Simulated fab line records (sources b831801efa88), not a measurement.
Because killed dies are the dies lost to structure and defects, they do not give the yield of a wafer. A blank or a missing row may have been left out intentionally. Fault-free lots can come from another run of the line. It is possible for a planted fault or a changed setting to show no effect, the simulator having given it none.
Lot-split experiment | flow sky130 | 5 lots, 23 wafers read, on a route of 708 steps

== ABOUT THE SPLIT ==
At SKY_LDD_LDN_IMPLANT_10, the setting energy_kev was moved away from the recipe's 15 on 12 of the 23 wafers read, by -5.2% to +3.9%. All remaining wafers had this setting at the recipe value.

The reading comes from the split's own step.

== THE READING ==
In nm, at SKY_LDD_LDN_IMPLANT_10: implant.drp_nm, which is the simulator's own figure and was read by no gauge. The file does not state a usual value for it.

wafer  | tool, chamber at the split | energy_kev as run | against the recipe | implant.drp_nm, nm | against lot-mates on the recipe
L074.1 | implanter-03, 0            | 15                | recipe             | 5.933              | -
L074.5 | implanter-03, 0            | 15                | recipe             | 5.933              | -
L074.2 | implanter-03, 0            | 15.52             | +3.5%              | 6.07               | +0.137
L074.3 | implanter-03, 0            | 15.52             | +3.5%              | 6.07               | +0.137
L074.6 | implanter-03, 0            | 15.52             | +3.5%              | 6.07               | +0.137
L076.1 | implanter-01, 0            | 15                | recipe             | 5.933              | -
L076.2 | implanter-01, 0            | 15                | recipe             | 5.933              | -
L076.5 | implanter-01, 0            | 15                | recipe             | 5.933              | -
L080.2 | implanter-03, 0            | 15                | recipe             | 5.933              | -
L080.3 | implanter-03, 0            | 15                | recipe             | 5.933              | -
L080.4 | implanter-03, 0            | 14.33             | -4.5%              | 5.749              | -0.184
L080.5 | implanter-03, 0            | 14.33             | -4.5%              | 5.749              | -0.184
L080.6 | implanter-03, 0            | 14.33             | -4.5%              | 5.749              | -0.184
L079.1 | implanter-03, 0            | 14.22             | -5.2%              | 5.718              | -0.215
L079.3 | implanter-03, 0            | 14.22             | -5.2%              | 5.718              | -0.215
L079.5 | implanter-03, 0            | 14.22             | -5.2%              | 5.718              | -0.215
L079.2 | implanter-03, 0            | 15                | recipe             | 5.933              | -
L079.4 | implanter-03, 0            | 15                | recipe             | 5.933              | -
L083.1 | implanter-03, 0            | 15.58             | +3.9%              | 6.086              | +0.153
L083.2 | implanter-03, 0            | 15.58             | +3.9%              | 6.086              | +0.153
L083.3 | implanter-03, 0            | 15.58             | +3.9%              | 6.086              | +0.153
L083.5 | implanter-03, 0            | 15                | recipe             | 5.933              | -
L083.6 | implanter-03, 0            | 15                | recipe             | 5.933              | -

FIT RESULTS
A straight line over all 23 wafers: implant.drp_nm changes by +0.0406 nm for each +1% of energy_kev; r = +1.00; the points scatter about the line by 0.0019 nm.
The same after taking each lot's own level away (the mean of its wafers on the recipe; 23 wafers): +0.0406 nm for each +1%; r = +1.00; scatter 0.0019 nm.
Per that fit: largest energy_kev move, reading shift of 0.21 nm.
The lots' own levels span 5.9330 to 5.9330 nm.
Hence the lot-to-lot level has little effect on the slope; both slopes agree.
Check: with one of the wafers moved furthest among these (-5.2%) left out of the fit, the line predicts -0.213 nm for it against its lot-mates. It came out at -0.215 nm against them.

== OTHER SPLITS ON THESE WAFERS ==
These wafers also went through other splits before the reading. Each is held against what the fit with the lots' levels taken away leaves over:
other split on the same wafers    | wafers away from the commonest value | r with implant.drp_nm (lot level and that fit taken away)
SKY_RES_PROTECT_EXPOSE_04 dose_mj | 5                                    | -0.34
SKY_LDD_N_COAT_02 spin_rpm        | 4                                    | +0.27
SKY_LDD_N_IMPLANT_09 energy_kev   | 8                                    | +0.37
SKY_LDD_HVN_COAT_02 resist_thk_nm | 9                                    | -0.15
SKY_LDD_HVN_SOFTBAKE_03 time_s    | 10                                   | -0.02
SKY_LDD_LDN_SOFTBAKE_03 temp_c    | 7                                    | +0.27

== THE FILE'S OWN FIT ==
implant.drp_nm changes by +0.0406 nm for each +1% of energy_kev, r = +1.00.
